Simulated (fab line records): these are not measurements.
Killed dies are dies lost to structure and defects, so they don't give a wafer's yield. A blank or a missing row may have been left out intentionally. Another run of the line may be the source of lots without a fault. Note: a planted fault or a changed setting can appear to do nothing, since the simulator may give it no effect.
Split-lot experiment | flow sky130 | on a route of 708 steps: 5 lots, 23 wafers read

SPLIT DETAILS
At SKY_METAL2_COAT_10 (resist thk 450 nm), the setting resist thk nm was moved away from the recipe's 450 nm on 7 of the 23 wafers read, by -4.8% to +4.7%. This setting was run at the recipe's value on the other wafers.

FROM THE SPLIT TO THE READING: what the file shows between them, 4 steps
- SKY_METAL2_DEVELOP_14: develop time 60 s (also split here: dev temp c)
- SKY_METAL2_DESCUM_17: chemistry O2, time 8 s
- SKY_METAL2_ETCH_18: etches BARC in N2/H2, stops on SiO2, time 45.9 s, target depth 60 nm
- SKY_METAL2_METAL_ETCH_19: etches the open film in Cl2/BCl3, stops on SiO2, target depth 360 nm, time 78 s

THE READING
oes product au, in a.u., at SKY_METAL2_STRIP_20 (strips in O2/N2). A value of 0.343 a.u. with a standard deviation of 0.0048 a.u. is what fault-free wafers of this fab line usually give.

wafer  | tool, chamber at the split | resist thk nm as run, nm | against the recipe | oes product au, a.u. | against lot-mates on the recipe
L074.1 | litho track-02, 0          | 471.2                    | +4.7%              | 0.346                | +0.005
L074.2 | litho track-02, 0          | 450                      | recipe             | 0.341                | -
L074.4 | litho track-02, 0          | 471.2                    | +4.7%              | 0.351                | +0.010
L074.5 | litho track-02, 0          | 450                      | recipe             | 0.340                | -
L074.6 | litho track-02, 0          | 471.2                    | +4.7%              | 0.354                | +0.013
L077.1 | litho track-01, 0          | 450                      | recipe             | 0.339                | -
L077.2 | litho track-01, 0          | 450                      | recipe             | 0.342                | -
L077.3 | litho track-01, 0          | 450                      | recipe             | 0.341                | -
L077.4 | litho track-01, 0          | 450                      | recipe             | 0.345                | -
L077.6 | litho track-01, 0          | 450                      | recipe             | 0.341                | -
L083.4 | litho track-02, 0          | 450                      | recipe             | 0.338                | -
L083.5 | litho track-02, 0          | 450                      | recipe             | 0.336                | -
L083.6 | litho track-02, 0          | 450                      | recipe             | 0.337                | -
L081.1 | litho track-01, 0          | 450                      | recipe             | 0.344                | -
L081.2 | litho track-01, 0          | 428.4                    | -4.8%              | 0.336                | -0.012
L081.4 | litho track-01, 0          | 428.4                    | -4.8%              | 0.331                | -0.017
L081.5 | litho track-01, 0          | 450                      | recipe             | 0.347                | -
L081.6 | litho track-01, 0          | 450                      | recipe             | 0.354                | -
L085.1 | litho track-02, 0          | 450                      | recipe             | 0.343                | -
L085.2 | litho track-02, 0          | 439.9                    | -2.2%              | 0.337                | -0.008
L085.3 | litho track-02, 0          | 439.9                    | -2.2%              | 0.336                | -0.009
L085.4 | litho track-02, 0          | 450                      | recipe             | 0.346                | -
L085.6 | litho track-02, 0          | 450                      | recipe             | 0.345                | -

THE FIT
A straight line over all 23 wafers: oes product au changes by +0.00183 a.u. for each +1% of resist thk nm; r = +0.73; the points scatter about the line by 0.0041 a.u.
The same after taking each lot's own level away (the mean of its wafers on the recipe; 23 wafers): +0.00259 a.u. for each +1%; r = +0.92; scatter 0.0027 a.u.
On that fit, the largest move of resist thk nm shifts the reading by 0.012 a.u.
Measured against the standard deviation above, the lots' own levels, which go from 0.3370 to 0.3483 a.u., span 2.4 times it.
So the lot-to-lot level blurs the effect unless lot-mates are compared.
Check: with one of the wafers moved furthest among these (-4.8%) left out of the fit, the line predicts -0.0134 a.u. for it against its lot-mates. Against them it came out at -0.0123 a.u.

OTHER SPLITS ON THESE WAFERS
Note: prior to the reading, these wafers also went through further splits. Each is held against what the fit with the lots' levels taken away leaves over:
other split on the same wafers   | wafers away from the commonest value | r with oes product au (lot level and that fit taken away)
SKY_METAL2_DEVELOP_14 dev temp c | 11                                   | -0.13

THE WHOLE CHAIN: every reading that the file lists as answering this split, in the file's order
step                     | what it does                                                                    | reading                                                                             | change (the file's fit)                   | r (the file's)
SKY_METAL2_COAT_10       | resist thk 450 nm                                                               | KrF-thick_of_METAL2_COAT_10.thk nm (the simulator's own value, which no gauge read) | +4.37 nm for each +1% of the setting      | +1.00
SKY_METAL2_ETCH_18       | etches BARC in N2/H2, stops on SiO2, time 45.9 s, target depth 60 nm            | KrF-thick_of_METAL2_COAT_10.thk nm (the simulator's own value, which no gauge read) | +4.32 nm for each +1% of the setting      | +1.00
SKY_METAL2_METAL_ETCH_19 | etches the open film in Cl2/BCl3, stops on SiO2, target depth 360 nm, time 78 s | KrF-thick_of_METAL2_COAT_10.thk nm (the simulator's own value, which no gauge read) | +4.21 nm for each +1% of the setting      | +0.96
SKY_METAL2_STRIP_20      | strips in O2/N2                                                                 | oes product au                                                                      | +0.00273 a.u. for each +1% of the setting | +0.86
SKY_METAL2_STRIP_20      | strips in O2/N2                                                                 | strip time to endpoint s                                                            | withheld for each +1% of the setting      | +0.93

FILE'S OWN FIT
oes product au changes by +0.00273 a.u. for each +1% of resist thk nm, r = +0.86.
